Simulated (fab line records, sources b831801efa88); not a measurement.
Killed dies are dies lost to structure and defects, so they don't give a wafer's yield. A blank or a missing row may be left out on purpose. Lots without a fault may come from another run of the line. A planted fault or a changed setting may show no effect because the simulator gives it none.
A struck lot beside a sound one | flow sky130 | 19 steps out of a route of 708
Sound: wafers L304.2, L304.4, L304.6. Struck: wafers L305.4, L305.5, L305.6. The cause comes at the end.
At each step with rows: each side's tool, then ch and its chambers, then its first start. Under that, the readings that differ: sound wafers | struck wafers | difference of the means | sigmas: that difference in standard deviations of wafers without a fault.
alike: readings whose means differ by less than 2 such deviations, and words and numbers that are the same on both sides. not compared: withheld readings, readings that some wafer has no value for, bounds like >300 that may hide the same value, and numbers for which the record gives no deviation and whose values overlap.
The two part at a step that has a row with sigmas, a row that says differs or no value, or rows on one side only. Numbers that don't overlap but have no deviation are shown without sigmas and don't part them. A reading that every wafer of one side lacks parts them only if that side has two wafers or more.

SKY_VIA4_THK_MEAS_20: measures by xrf.
  sound on film_metro-04, day 43 11:04; struck on film_metro-02, day 43 22:39
  alike: VIA4_W_THK
then, 1 step without rows for these wafers: SKY_VIA4_CMP_21 (polishes, stops on SiO2, t overpolish 25 s, target thk 0 nm).
SKY_METAL5_SPUTTER_00: material Ti, target thk 15 nm, time 10 s.
  sound on pvd_sputter-03, day 43 11:25; struck on pvd_sputter-03, day 43 23:03
  alike: throttle_valve_pct
SKY_METAL5_SPUTTER_01: material TiN, target thk 20 nm, time 16.7 s.
  sound on pvd_sputter-03, day 43 11:26; struck on pvd_sputter-03, day 43 23:04
  alike: throttle_valve_pct
SKY_METAL5_SPUTTER_02: material AlCu, target thk 1150 nm, time 61.2 s.
  sound on pvd_sputter-03, day 43 11:28; struck on pvd_sputter-03, day 43 23:05
  alike: throttle_valve_pct
then, 1 step without rows for these wafers: SKY_METAL5_SPUTTER_03 (material Ti, target thk 5 nm, time 3.3 s).
SKY_METAL5_SPUTTER_04: material TiN, target thk 70 nm, time 58.3 s.
  sound on pvd_sputter-03, day 43 11:32; struck on pvd_sputter-03, day 43 23:10
  alike: throttle_valve_pct
SKY_METAL5_RS_MEAS_05: measures by four-point-probe.
  sound on film_metro-01, day 43 11:36; struck on film_metro-04, day 43 23:16
  reading                 | sound                  | struck                  | difference | sigmas
  METAL5_ALCU_RS (ohm/sq) | 0.02677 0.0271 0.02651 | 0.02761 0.02756 0.02722 | +0.00067   | +2
SKY_METAL5_THK_MEAS_06: measures by xrf.
  sound on film_metro-01, day 43 11:43; struck on film_metro-04, day 43 23:22
  alike: METAL5_ALCU_THK
then, 3 steps without rows for these wafers: SKY_METAL5_DEHYDRATE_07 (time 60 s); SKY_METAL5_HMDS_08 (prime time 60 s); SKY_METAL5_COAT_09 (resist thk 1800 nm).
SKY_METAL5_SOFTBAKE_10: time 60 s.
  sound on litho_track-04 ch 0, day 43 21:50; struck on litho_track-04 ch 0, day 44 11:26
  reading                  | sound             | struck            | difference | sigmas
  heater_power_total_W (W) | 56.60 56.60 56.66 | 54.22 54.27 54.21 | -2.39      | -58
  plate_temp_C (C)         | 89.94 89.74 89.91 | 87.37 87.30 87.36 | -2.52      | -18
then, 2 steps without rows for these wafers: SKY_METAL5_EXPOSE_11 (exposes mask MM5, target cd 1600 nm); SKY_METAL5_PEB_12.
SKY_METAL5_DEVELOP_13: develop time 60 s.
  sound on litho_track-04 ch 0, day 44 09:23; struck on litho_track-03 ch 0, day 44 21:31
  reading                                     | sound          | struck         | difference | sigmas
  model.NOVOLAK_of_METAL5_COAT_09.thk_nm (nm) | 1795 1796 1800 | 1805 1810 1810 | +11        |
SKY_METAL5_DESCUM_14: chemistry O2, time 11 s.
  sound on rie_metal-01 ch 0,1, day 44 09:31; struck on rie_metal-04 ch 0,1, day 44 21:37
  reading                                     | sound          | struck         | difference | sigmas
  model.NOVOLAK_of_METAL5_COAT_09.thk_nm (nm) | 1785 1786 1790 | 1794 1800 1799 | +11        |
  alike: drypump_motor_current_A, oes_product_au
  not compared: rf_hours_counter_h
SKY_METAL5_METAL_ETCH_15: etches the open film in Cl2/BCl3, stops on SiO2, target depth 1260 nm, time 252 s.
  sound on rie_metal-01 ch 0,1, day 44 09:32; struck on rie_metal-04 ch 0,1, day 44 21:43
  alike: drypump_motor_current_A, oes_product_au, throttle_valve_pct
  not compared: rf_hours_counter_h
SKY_PAD_OPEN_PROBE_99:
  sound on prober-02, day 46 08:46; struck on prober-02, day 46 20:43
  alike: defect_limited_yield, killed_at_M0_to_M3, killed_at_M4_up, killed_at_contacts, killed_at_front_end, killed_at_other, killed_dies, killed_open, killed_short, sort_bin_3_pad_short, sort_bin_5_function, sort_bin_6_memory, sort_n_pass, sort_yield_pct

WHERE THEY PART
First at SKY_METAL5_RS_MEAS_05; last, within this record, at SKY_METAL5_SOFTBAKE_10. Later steps at which nothing parts them and some readings are alike: SKY_METAL5_DESCUM_14, SKY_METAL5_METAL_ETCH_15, SKY_PAD_OPEN_PROBE_99.

WHY: what the simulator had put in
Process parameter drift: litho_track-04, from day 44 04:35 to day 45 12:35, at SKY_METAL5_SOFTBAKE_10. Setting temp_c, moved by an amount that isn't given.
